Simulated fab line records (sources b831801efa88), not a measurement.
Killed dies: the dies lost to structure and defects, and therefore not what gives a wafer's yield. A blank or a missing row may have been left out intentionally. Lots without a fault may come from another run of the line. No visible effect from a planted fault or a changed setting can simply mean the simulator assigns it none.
Which tool was responsible? ; flow sky130 ; 42 wafers from 14 lots sampled at 4 of the route's 708 steps

## WHAT EACH GAUGE READ, for each wafer
SKY_VIA1_THK_MEAS_01.
lot;measured;on;VIA1_HDPCVD_THK (nm)
L961;day 33 01:22;filmMetro-02;1034 1022 1026
L962;day 33 12:37;filmMetro-03;1040 1041 1039
L964;day 34 07:54;filmMetro-04;1024 1018 996
L966;day 34 14:37;filmMetro-02;1032 1026 1029
L967;day 34 22:55;filmMetro-02;1034 1037 1022
L968;day 35 06:29;filmMetro-02;1021 1019 1023
L972;day 36 20:36;filmMetro-04;1020 1010 1019
L974;day 37 10:56;filmMetro-02;1036 1031 823
L975;day 37 19:40;filmMetro-04;1017 1007 1005
L976;day 37 21:04;filmMetro-04;1023 809 1005
L977;day 38 05:50;filmMetro-03;1027 1027 1022
L979;day 38 16:06;filmMetro-03;1020 1016 1026
L982;day 39 14:26;filmMetro-02;1018 1007 1018
L983;day 39 22:35;filmMetro-03;1023 1027 1022

## WHAT TOOL EACH LOT RAN ON (gives the tool, then ch and the chambers of the sampled wafers, and finally the start)
lot;SKY_CONTACT_ETCH_16;SKY_METAL1_SPUTTER_03;SKY_VIA1_HDPCVD_00
L961;rieDiel-03 ch 0,2,3, day 31 20:35;pvdSputter-02, day 31 22:12;hdpcvd-01 ch 0,1, day 33 01:14
L962;rieDiel-03 ch 1,2,3, day 32 07:14;pvdSputter-04, day 32 08:50;hdpcvd-02 ch 0,1,2, day 33 12:30
L964;rieDiel-03 ch 0,1,3, day 33 03:08;pvdSputter-04, day 33 04:36;hdpcvd-01 ch 1,2, day 34 07:47
L966;rieDiel-03 ch 0,2,3, day 33 10:38;pvdSputter-01, day 33 12:05;hdpcvd-02 ch 1,2, day 34 14:31
L967;rieDiel-04 ch 1,2,3, day 33 17:35;pvdSputter-04, day 33 19:06;hdpcvd-02 ch 1,2, day 34 22:49
L968;rieDiel-03 ch 0,1,3, day 34 02:11;pvdSputter-02, day 34 03:41;hdpcvd-02 ch 0,2, day 35 06:22
L972;rieDiel-01 ch 1,3, day 35 14:37;pvdSputter-01, day 35 16:05;hdpcvd-01 ch 1,2, day 36 20:29
L974;rieDiel-01 ch 0,2,3, day 36 05:50;pvdSputter-01, day 36 07:19;hdpcvd-01 ch 0,1,2, day 37 10:50
L975;rieDiel-03 ch 0,3, day 36 15:32;pvdSputter-02, day 36 17:01;hdpcvd-02 ch 0,1, day 37 19:32
L976;rieDiel-01 ch 0,1,2, day 36 16:08;pvdSputter-01, day 36 17:42;hdpcvd-01 ch 0,1,2, day 37 20:59
L977;rieDiel-04 ch 2,3, day 37 00:17;pvdSputter-01, day 37 02:10;hdpcvd-02 ch 0,1,2, day 38 05:44
L979;rieDiel-04 ch 0,1,2, day 37 11:41;pvdSputter-04, day 37 13:33;hdpcvd-02 ch 0,1, day 38 15:59
L982;rieDiel-03 ch 0,2,3, day 38 10:56;pvdSputter-04, day 38 12:24;hdpcvd-02 ch 0,1,2, day 39 14:18
L983;rieDiel-01 ch 1,2,3, day 38 19:02;pvdSputter-04, day 38 20:32;hdpcvd-02 ch 0,1,2, day 39 22:28
- SKY_CONTACT_ETCH_16: etches BARC in N2/H2, stops on SiO2, time 45.9 s, target depth 60 nm.
- SKY_METAL1_SPUTTER_03: material Ti, target thk 5 nm, time 3.3 s.
- SKY_VIA1_HDPCVD_00: deposits SiO2, target thk 1030 nm, time 171.7 s.

## WHAT THE TOOLS THEMSELVES READ (means of the sampled wafers that have a number; where no wafer has one, the mark that the record gives instead)
SKY_CONTACT_ETCH_16.
lot;tool;biasW (W);drypumpMotorCurrentA (A);n2FlowSccm (sccm);oesProductAu (a.u.);throttleValvePct (%)
L961;rieDiel-03;99.86;5.5;99.9;0.855;13.225
L962;rieDiel-03;100.24;5.7;100.1;0.855;13.221
L964;rieDiel-03;99.85;6.0;100.1;0.856;13.223
L966;rieDiel-03;99.77;5.5;99.9;0.859;13.220
L967;rieDiel-04;100.17;5.4;99.9;0.853;13.225
L968;rieDiel-03;100.05;6.0;99.9;0.859;13.223
L972;rieDiel-01;99.72;5.9;99.7;0.848;13.224
L974;rieDiel-01;99.91;5.9;99.9;0.851;13.227
L975;rieDiel-03;99.53;5.7;99.7;0.857;13.226
L976;rieDiel-01;100.00;6.1;99.9;0.855;13.224
L977;rieDiel-04;99.82;5.2;100.0;0.848;13.223
L979;rieDiel-04;99.74;5.8;100.0;0.854;13.229
L982;rieDiel-03;100.03;5.5;100.4;0.856;13.221
L983;rieDiel-01;100.01;6.1;99.9;0.855;13.216

SKY_METAL1_SPUTTER_03.
lot;tool;chamberPressurePa (Pa);throttleValvePct (%)
L961;pvdSputter-02;0.4000;31.1
L962;pvdSputter-04;0.4004;31.2
L964;pvdSputter-04;0.4006;30.5
L966;pvdSputter-01;0.3998;29.9
L967;pvdSputter-04;0.4000;30.2
L968;pvdSputter-02;0.4002;30.2
L972;pvdSputter-01;0.4001;30.1
L974;pvdSputter-01;0.4006;30.6
L975;pvdSputter-02;0.4007;31.3
L976;pvdSputter-01;0.4005;30.5
L977;pvdSputter-01;0.3996;30.6
L979;pvdSputter-04;0.3998;31.1
L982;pvdSputter-04;0.4001;30.2
L983;pvdSputter-04;0.4002;30.8

## THE ANSWER, worked out from the rows above alone
Rule: what is usual is taken from the lots themselves. Put in order of their means at a reading, lots are off if they are a third of the lots or fewer, leave a main group of 4 or more, and stand apart from it by a gap of 3 or more times the standard deviation of the main group's means; of several such gaps the widest counts. Not used: any main group whose means are identical at the precision the tables above print for the reading. Also off: a lot with no number at a reading for which 4 or more lots have one. Any other lot the step has rows for is counted as sound. The gauges are gone through in route order, then the tools' own readings, and for those a lot's mean is taken as printed above. At the first step where some lot is off, the reading lying furthest off is the one used; lots without a number count as furthest.
Off: at SKY_VIA1_THK_MEAS_01 (VIA1_HDPCVD_THK), L974, L976. For the main group the mean is 1023 nm and the standard deviation 8.3.
A tool fits if, at a process step before that reading, it ran every lot that is off, and no sound lot after the first of them. Those tools and the gauges at SKY_VIA1_THK_MEAS_01 are tried in the same way. One candidate fits, namely hdpcvd-01 at SKY_VIA1_HDPCVD_00. Its last sound lot is L972 (day 36 20:29), its first lot that is off L974 (day 37 10:50): a fault that began between those two fits.

## WHAT WAS PUT IN BY THE SIMULATOR
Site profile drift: hdpcvd-01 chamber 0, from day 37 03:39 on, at SKY_VIA1_HDPCVD_00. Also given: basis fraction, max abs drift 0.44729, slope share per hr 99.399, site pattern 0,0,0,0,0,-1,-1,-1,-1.
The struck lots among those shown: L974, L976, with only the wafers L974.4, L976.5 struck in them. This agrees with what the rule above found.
